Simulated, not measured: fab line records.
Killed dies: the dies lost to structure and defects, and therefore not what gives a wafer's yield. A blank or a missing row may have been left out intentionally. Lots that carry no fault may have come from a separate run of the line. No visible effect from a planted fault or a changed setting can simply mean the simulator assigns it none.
A single fault, viewed from 2 desks | flow gf180mcu | each desk has only its own numbers; what lay behind them comes last

== FROM THE METROLOGY DESK ==
What the gauges read, lot by lot, whatever tool the lot ran on: means of the sampled wafers that have a number. Any lot whose mean is over 4 standard deviations away from the usual mean is out of limits and marked OUT; that distance is given in the brackets.
Columns: A = NSD_RS at GF_PSD_RS_MEAS_14, usual 46.12 ohm/sq; B = PSD_RS at GF_PSD_RS_MEAS_15, usual 108.51 ohm/sq; C = M1_ALCU_RS at GF_M1_RS_MEAS_05, usual 0.0698 ohm/sq
lot  | first seen here | A               | B               | C
L495 | day 14 05:08    | 46.23           | 108.77          | 0.0691
L497 | day 15 04:43    | 46.13           | 108.48          | 0.0702
L499 | day 15 15:37    | 46.22           | 108.52          | 0.0700
L500 | day 15 21:09    | 46.05           | 108.49          | 0.0698
L501 | day 16 19:41    | 42.61 (-46) OUT | 98.52 (-42) OUT | 0.0696
L502 | day 16 22:41    | 42.59 (-46) OUT | 98.37 (-42) OUT | 0.0714
L503 | day 17 02:26    | 42.59 (-46) OUT | 98.09 (-43) OUT | 0.0698
L508 | day 18 21:27    | 46.13           | 108.25          | 0.0702
L510 | day 19 18:16    | 46.22           | 108.93          | 0.0694
L511 | day 20 01:53    | 46.07           | 108.49          | 0.0694
L512 | day 20 08:25    | 46.13           | 108.54          | 0.0688
L517 | day 22 01:44    | 46.06           | 108.52          | 0.0681
This desk reports L501, L502, L503 out of limits; the earliest was L501 at day 16 19:41 (NSD_RS at GF_PSD_RS_MEAS_14). In limits: L495, L497, L499, L500, L508, L510, L511, L512, L517.

== TOOL OWNER'S DESK, rtp_anneal-01 ==
The tool's own readings at GF_PSD_RTA_13 (time 20 s): means of the sampled wafers that have a number, for each lot that ran on this tool. Any lot whose mean is over 4 standard deviations away from the usual mean is out of limits and marked OUT; that distance is given in the brackets.
Columns: A = lamp_power_pct at GF_PSD_RTA_13, usual 33.0 %; B = wafer_temp_C_max at GF_PSD_RTA_13, usual 1028.8
lot  | first seen here | A    | B
L495 | day 14 05:03    | 34.3 | 1028.3
L497 | day 15 04:37    | 34.3 | 1028.2
L500 | day 15 21:04    | 34.4 | 1028.5
L501 | day 16 19:37    | 34.3 | 1027.9
L502 | day 16 22:36    | 34.3 | 1027.4
L503 | day 17 02:21    | 34.3 | 1028.6
L510 | day 19 18:11    | 34.3 | 1028.7
L511 | day 20 01:48    | 34.3 | 1029.0
L512 | day 20 08:20    | 34.3 | 1027.7
L517 | day 22 01:39    | 34.3 | 1028.3
Finding of this desk: none of the 10 lots has anything out of limits.

== ALL TOGETHER ==
An alarm was possible from the metrology desk at day 16 19:41, on L501, L502, L503.
The tool owner's desk saw nothing out of limits.
Tool owner's desk: L501, L502, L503 on record, inside its limits.
The lots listed all ran GF_PSD_RTA_13 on rtp_anneal-01.

== WHAT WAS PUT IN BY THE SIMULATOR ==
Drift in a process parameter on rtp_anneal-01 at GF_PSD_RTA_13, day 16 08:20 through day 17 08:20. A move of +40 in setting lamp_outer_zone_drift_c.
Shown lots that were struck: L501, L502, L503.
Delay in hours, fault start to first out-of-limits reading, per desk: metrology desk 11.
